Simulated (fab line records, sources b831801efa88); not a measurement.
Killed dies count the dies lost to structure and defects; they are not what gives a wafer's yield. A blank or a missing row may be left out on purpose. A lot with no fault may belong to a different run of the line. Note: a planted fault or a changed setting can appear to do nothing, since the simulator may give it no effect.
Which tool was responsible? + flow sky130 + 24 lots with 72 wafers sampled at 4 steps, on a route of 708 steps

== WHAT EACH GAUGE READ, for each wafer ==
SKY_METAL3_OVL_MEAS_14.
| lot  | measured     | on         | METAL3_OVL (nm) |
|------|--------------|------------|-----------------|
| L074 | day 39 07:20 | overlay-01 | 1 -9 -10        |
| L075 | day 39 16:23 | overlay-02 | -1 1 0          |
| L077 | day 40 03:16 | overlay-01 | 5 10 3          |
| L076 | day 40 05:05 | overlay-01 | -4 -16 -4       |
| L078 | day 40 06:55 | overlay-01 | 8 9 10          |
| L079 | day 40 09:47 | overlay-01 | 10 10 0         |
| L080 | day 40 19:29 | overlay-02 | 4 7 2           |
| L081 | day 40 22:49 | overlay-01 | -5 3 2          |
| L082 | day 41 10:50 | overlay-02 | 0 1 6           |
| L083 | day 41 14:52 | overlay-02 | 8 2 6           |
| L084 | day 41 20:54 | overlay-01 | 2 -2 3          |
| L085 | day 42 00:16 | overlay-02 | 4 -2 -2         |
| L086 | day 42 03:34 | overlay-01 | 2 6 -1          |
| L088 | day 42 19:43 | overlay-02 | 1 -2 -2         |
| L087 | day 42 20:26 | overlay-02 | 2 -11 -1        |
| L089 | day 43 03:32 | overlay-01 | -4 -4 2         |
| L091 | day 43 12:41 | overlay-01 | 1 -1 7          |
| L092 | day 43 19:08 | overlay-02 | -4 -7 -1        |
| L090 | day 43 20:04 | overlay-01 | 1 -4 1          |
| L093 | day 44 04:32 | overlay-01 | 4 8 4           |
| L094 | day 44 06:40 | overlay-01 | 6 9 14          |
| L095 | day 44 21:50 | overlay-02 | 10 -4 6         |
| L096 | day 44 23:47 | overlay-02 | -3 -1 -8        |
| L097 | day 45 03:07 | overlay-02 | -6 1 -3         |

SKY_VIA3_THK_MEAS_23: measures by xrf.
| lot  | measured     | on            | VIA3_W_THK (nm) |
|------|--------------|---------------|-----------------|
| L074 | day 40 11:04 | film-metro-02 | 371 370 371     |
| L075 | day 40 19:18 | film-metro-02 | 375 373 375     |
| L077 | day 41 05:26 | film-metro-01 | 381 375 375     |
| L076 | day 41 08:13 | film-metro-02 | 381 378 370     |
| L078 | day 41 09:57 | film-metro-01 | 377 377 375     |
| L079 | day 41 12:50 | film-metro-01 | 376 377 379     |
| L080 | day 41 22:03 | film-metro-03 | 363 368 361     |
| L081 | day 42 01:38 | film-metro-03 | 356 361 364     |
| L082 | day 42 13:59 | film-metro-01 | 372 372 369     |
| L083 | day 42 17:34 | film-metro-03 | 368 370 367     |
| L084 | day 42 22:34 | film-metro-02 | 388 379 376     |
| L085 | day 43 02:37 | film-metro-03 | 363 372 375     |
| L086 | day 43 05:16 | film-metro-03 | 366 361 362     |
| L088 | day 43 22:02 | film-metro-02 | 382 382 381     |
| L087 | day 43 22:33 | film-metro-03 | 364 372 364     |
| L089 | day 44 04:54 | film-metro-03 | 370 365 372     |
| L091 | day 44 14:16 | film-metro-02 | 375 374 375     |
| L092 | day 44 21:00 | film-metro-03 | 365 366 366     |
| L090 | day 44 21:34 | film-metro-02 | 379 384 372     |
| L093 | day 45 04:57 | film-metro-02 | 380 380 377     |
| L094 | day 45 07:12 | film-metro-02 | 381 380 382     |
| L095 | day 45 22:05 | film-metro-02 | 392 383 385     |
| L096 | day 45 23:54 | film-metro-02 | 381 382 383     |
| L097 | day 46 03:35 | film-metro-01 | 376 375 375     |

== WHICH TOOL RAN EACH LOT (tool, then ch and the chambers of the sampled wafers, then the start) ==
| lot  | SKY_CAPM_METAL_ETCH_13            | SKY_VIA3_CVD_21               |
|------|-----------------------------------|-------------------------------|
| L074 | rie-metal-03 ch 1, day 38 05:53   | cvd-w-02 ch 0,1, day 40 10:50 |
| L075 | rie-metal-02 ch 0,1, day 38 14:51 | cvd-w-02 ch 1, day 40 19:03   |
| L077 | rie-metal-04 ch 0,1, day 39 01:48 | cvd-w-02 ch 0,1, day 41 05:11 |
| L076 | rie-metal-03 ch 0,1, day 39 03:47 | cvd-w-01 ch 0,1, day 41 07:59 |
| L078 | rie-metal-04 ch 0,1, day 39 05:52 | cvd-w-01 ch 0,1, day 41 09:42 |
| L079 | rie-metal-03 ch 0,1, day 39 08:16 | cvd-w-01 ch 0,1, day 41 12:35 |
| L080 | rie-metal-04 ch 0,1, day 39 18:24 | cvd-w-02 ch 0,1, day 41 21:47 |
| L081 | rie-metal-02 ch 0,1, day 39 22:10 | cvd-w-02 ch 0,1, day 42 01:23 |
| L082 | rie-metal-03 ch 0,1, day 40 10:18 | cvd-w-01 ch 0,1, day 42 13:45 |
| L083 | rie-metal-04 ch 0, day 40 14:14   | cvd-w-02 ch 0,1, day 42 17:19 |
| L084 | rie-metal-03 ch 0,1, day 40 20:19 | cvd-w-01 ch 0,1, day 42 22:20 |
| L085 | rie-metal-03 ch 0,1, day 40 23:56 | cvd-w-01 ch 0,1, day 43 02:22 |
| L086 | rie-metal-04 ch 0, day 41 03:01   | cvd-w-01 ch 0,1, day 43 05:01 |
| L088 | rie-metal-04 ch 1, day 41 19:08   | cvd-w-01 ch 0,1, day 43 21:47 |
| L087 | rie-metal-02 ch 0,1, day 41 20:32 | cvd-w-02 ch 0,1, day 43 22:18 |
| L089 | rie-metal-04 ch 1, day 42 03:23   | cvd-w-01 ch 0,1, day 44 04:41 |
| L091 | rie-metal-03 ch 0,1, day 42 12:30 | cvd-w-02 ch 0,1, day 44 14:01 |
| L092 | rie-metal-04 ch 0,1, day 42 19:17 | cvd-w-01 ch 0, day 44 20:38   |
| L090 | rie-metal-04 ch 0,1, day 42 20:15 | cvd-w-01 ch 0, day 44 21:13   |
| L093 | rie-metal-03 ch 0,1, day 43 05:27 | cvd-w-01 ch 0, day 45 04:37   |
| L094 | rie-metal-04 ch 0,1, day 43 07:41 | cvd-w-01 ch 0, day 45 06:52   |
| L095 | rie-metal-04 ch 0, day 43 22:42   | cvd-w-01 ch 0,1, day 45 21:50 |
| L096 | rie-metal-03 ch 0,1, day 44 00:29 | cvd-w-02 ch 0,1, day 45 23:41 |
| L097 | rie-metal-03 ch 0,1, day 44 04:44 | cvd-w-01 ch 0,1, day 46 03:20 |
- SKY_CAPM_METAL_ETCH_13: etches TiN in Cl2/BCl3, stops on SiO2, target depth 220 nm, time 62.9 s.
- SKY_VIA3_CVD_21: deposits W, target thk 390 nm, time 117.31 s.

== AS READ BY THE TOOLS THEMSELVES (means over the sampled wafers that have a number; for cases with no such wafer, the mark the record gives instead) ==
SKY_CAPM_METAL_ETCH_13.
| lot  | tool         | bcl3-flow-sccm (sccm) | drypump-motor-current-A (A) | mfc-cl2-sccm (sccm) | oes-product-au (a.u.) | throttle-valve-pct (%) |
|------|--------------|-----------------------|-----------------------------|---------------------|-----------------------|------------------------|
| L074 | rie-metal-03 | 29.97                 | 6.0                         | 60.08               | 0.924                 | 21.912                 |
| L075 | rie-metal-02 | 30.00                 | 5.9                         | 60.13               | 0.949                 | 21.895                 |
| L077 | rie-metal-04 | 30.01                 | 5.5                         | 59.83               | 0.940                 | 21.904                 |
| L076 | rie-metal-03 | 29.98                 | 5.8                         | 60.04               | 0.936                 | 21.913                 |
| L078 | rie-metal-04 | 30.11                 | 5.5                         | 59.85               | 0.937                 | 21.900                 |
| L079 | rie-metal-03 | 29.95                 | 5.5                         | 60.27               | 0.943                 | 21.910                 |
| L080 | rie-metal-04 | 30.00                 | 5.1                         | 60.03               | 0.938                 | 21.903                 |
| L081 | rie-metal-02 | 30.02                 | 6.1                         | 60.04               | 0.932                 | 21.909                 |
| L082 | rie-metal-03 | 29.97                 | 5.5                         | 59.75               | 0.934                 | 21.900                 |
| L083 | rie-metal-04 | 29.99                 | 4.8                         | 60.03               | 0.947                 | 21.901                 |
| L084 | rie-metal-03 | 29.95                 | 5.5                         | 60.21               | 0.950                 | 21.894                 |
| L085 | rie-metal-03 | 29.99                 | 5.7                         | 60.06               | 0.949                 | 21.892                 |
| L086 | rie-metal-04 | 30.10                 | 4.8                         | 60.11               | 0.937                 | 21.908                 |
| L088 | rie-metal-04 | 30.04                 | 5.8                         | 59.99               | 0.943                 | 21.907                 |
| L087 | rie-metal-02 | 30.01                 | 5.9                         | 60.16               | 0.940                 | 21.898                 |
| L089 | rie-metal-04 | 30.02                 | 5.8                         | 60.07               | 0.955                 | 21.886                 |
| L091 | rie-metal-03 | 30.07                 | 5.5                         | 60.05               | 0.939                 | 21.901                 |
| L092 | rie-metal-04 | 30.03                 | 5.1                         | 60.11               | 0.942                 | 21.906                 |
| L090 | rie-metal-04 | 29.96                 | 5.2                         | 60.13               | 0.945                 | 21.909                 |
| L093 | rie-metal-03 | 29.92                 | 5.5                         | 59.86               | 0.940                 | 21.904                 |
| L094 | rie-metal-04 | 29.99                 | 5.5                         | 60.05               | 0.942                 | 21.901                 |
| L095 | rie-metal-04 | 29.99                 | 4.8                         | 59.90               | 0.938                 | 21.899                 |
| L096 | rie-metal-03 | 30.01                 | 5.8                         | 59.96               | 0.945                 | 21.900                 |
| L097 | rie-metal-03 | 30.17                 | 5.7                         | 60.00               | 0.953                 | 21.886                 |

SKY_VIA3_CVD_21.
| lot  | tool     | heater-power-w (W) |
|------|----------|--------------------|
| L074 | cvd-w-02 | 808                |
| L075 | cvd-w-02 | 775                |
| L077 | cvd-w-02 | 846                |
| L076 | cvd-w-01 | 915                |
| L078 | cvd-w-01 | 841                |
| L079 | cvd-w-01 | 830                |
| L080 | cvd-w-02 | 802                |
| L081 | cvd-w-02 | 840                |
| L082 | cvd-w-01 | 902                |
| L083 | cvd-w-02 | 848                |
| L084 | cvd-w-01 | 826                |
| L085 | cvd-w-01 | 910                |
| L086 | cvd-w-01 | 832                |
| L088 | cvd-w-01 | 916                |
| L087 | cvd-w-02 | 809                |
| L089 | cvd-w-01 | 906                |
| L091 | cvd-w-02 | 815                |
| L092 | cvd-w-01 | 986                |
| L090 | cvd-w-01 | 977                |
| L093 | cvd-w-01 | 995                |
| L094 | cvd-w-01 | 983                |
| L095 | cvd-w-01 | 923                |
| L096 | cvd-w-02 | 811                |
| L097 | cvd-w-01 | 851                |

== THE ANSWER, worked out from the rows above alone ==
Rule: usual is defined by the lots themselves. Put in order of their means at a reading, lots are off if they are a third of the lots or fewer, leave a main group of 4 or more, and stand apart from it by a gap of 3 or more times the standard deviation of the main group's means; of several such gaps the widest counts. If all means in a main group match to the digits the tables above print for the reading, that group is not used. A lot without any number at a reading at which 4 lots or more have one is off too. All remaining lots with rows at the step are treated as sound. Order of review: gauges by route order, followed by the tools' own readings, for which a lot's mean as printed above is used. The first step at which some lot is off is used, and at that step the reading that is off furthest; a lot without a number counts as furthest.
Nothing can be told from this: no lot is off at any reading shown.

== WHAT THE SIMULATOR HAD INSERTED ==
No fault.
